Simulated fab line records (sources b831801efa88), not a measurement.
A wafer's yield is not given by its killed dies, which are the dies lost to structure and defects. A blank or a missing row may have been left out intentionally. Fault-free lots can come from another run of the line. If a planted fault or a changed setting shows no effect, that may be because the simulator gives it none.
Split-lot trial ; flow sky130 ; 5 lots, 23 wafers read, on a route of 708 steps

## THE SPLIT ITSELF
At SKY_VIA3_HDPCVD_00 (deposits SiO2, target thk 1635 nm, time 272.5 s), the setting time-s was moved away from the recipe's 272.5 s on 9 of the 23 wafers read, by -10.6% to +12.7%. All remaining wafers had this setting at the recipe value.

No step appears in the file between the split and the reading.

## THE READING
VIA3_HDPCVD_THK at SKY_VIA3_THK_MEAS_01, in nm. On this fab line, fault-free wafers typically give 1629 nm with a standard deviation of 19 nm.

wafer;tool, chamber at the split;time-s as run, s;against the recipe;VIA3_HDPCVD_THK, nm;against lot-mates on the recipe
L075.1;hdpcvd-01, 2,0,1;272.5;recipe;1632;-
L075.2;hdpcvd-01, 0,2;307;+12.7%;1827;+203
L075.4;hdpcvd-01, 2,0,1;272.5;recipe;1626;-
L075.5;hdpcvd-01, 2,0,1;272.5;recipe;1613;-
L075.6;hdpcvd-01, 0,2;307;+12.7%;1843;+219
L078.1;hdpcvd-02, 1;272.5;recipe;1619;-
L078.4;hdpcvd-02, 2;272.5;recipe;1645;-
L078.6;hdpcvd-02, 1;272.5;recipe;1629;-
L079.1;hdpcvd-02, 1,2;243.7;-10.6%;1450;-184
L079.3;hdpcvd-02, 0;272.5;recipe;1612;-
L079.4;hdpcvd-02, 0;272.5;recipe;1655;-
L079.5;hdpcvd-02, 1;243.7;-10.6%;1456;-178
L079.6;hdpcvd-02, 1,2;243.7;-10.6%;1504;-130
L084.1;hdpcvd-02, 2;272.5;recipe;1637;-
L084.3;hdpcvd-02, 1;244.7;-10.2%;1461;-174
L084.4;hdpcvd-02, 2;272.5;recipe;1643;-
L084.5;hdpcvd-02, 1;272.5;recipe;1624;-
L084.6;hdpcvd-02, 0;244.7;-10.2%;1453;-182
L085.1;hdpcvd-01, 1,0;272.5;recipe;1595;-
L085.2;hdpcvd-01, 2;257;-5.7%;1528;-86
L085.3;hdpcvd-01, 1,0;272.5;recipe;1654;-
L085.4;hdpcvd-01, 1;272.5;recipe;1593;-
L085.6;hdpcvd-01, 0;257;-5.7%;1533;-81
Where a row lists several chambers, the file gives one row for several wafers and doesn't say which wafer went through which chamber.

THE FIT
A straight line over all 23 wafers: VIA3_HDPCVD_THK changes by +16 nm for each +1% of time-s; r = +0.98; the points scatter about the line by 19 nm.
The same after taking each lot's own level away (the mean of its wafers on the recipe; 23 wafers): +16.3 nm for each +1%; r = +0.99; scatter 18 nm.
The reading moves by 2.1e+02 nm for the largest change in time-s, on that fit.
The span of the lots' own levels, 1614.0 to 1634.7 nm, comes to 1.1 times the standard deviation stated above.
Hence the lot-to-lot level has little effect on the slope; both slopes agree.
Check: +210 nm against its lot-mates is what the line predicts for one of the wafers moved furthest among these (+12.7%) when that wafer is left out of the fit. It came out at +203 nm against them.

## THE WHOLE CHAIN: every reading that the file lists as answering this split, in the file's order
step;what it does;reading;change (the file's fit);r (the file's)
SKY_VIA3_HDPCVD_00;deposits SiO2, target thk 1635 nm, time 272.5 s;SiO2_of_VIA3_HDPCVD_00.thk-nm (the simulator's own value, which no gauge read);+16.7 nm for each +1% of the setting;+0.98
SKY_VIA3_THK_MEAS_01;;VIA3_HDPCVD_THK;+16.4 for each +1% of the setting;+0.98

## FILE'S OWN FIT
VIA3_HDPCVD_THK changes by +16.4 nm for each +1% of time-s, r = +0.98.
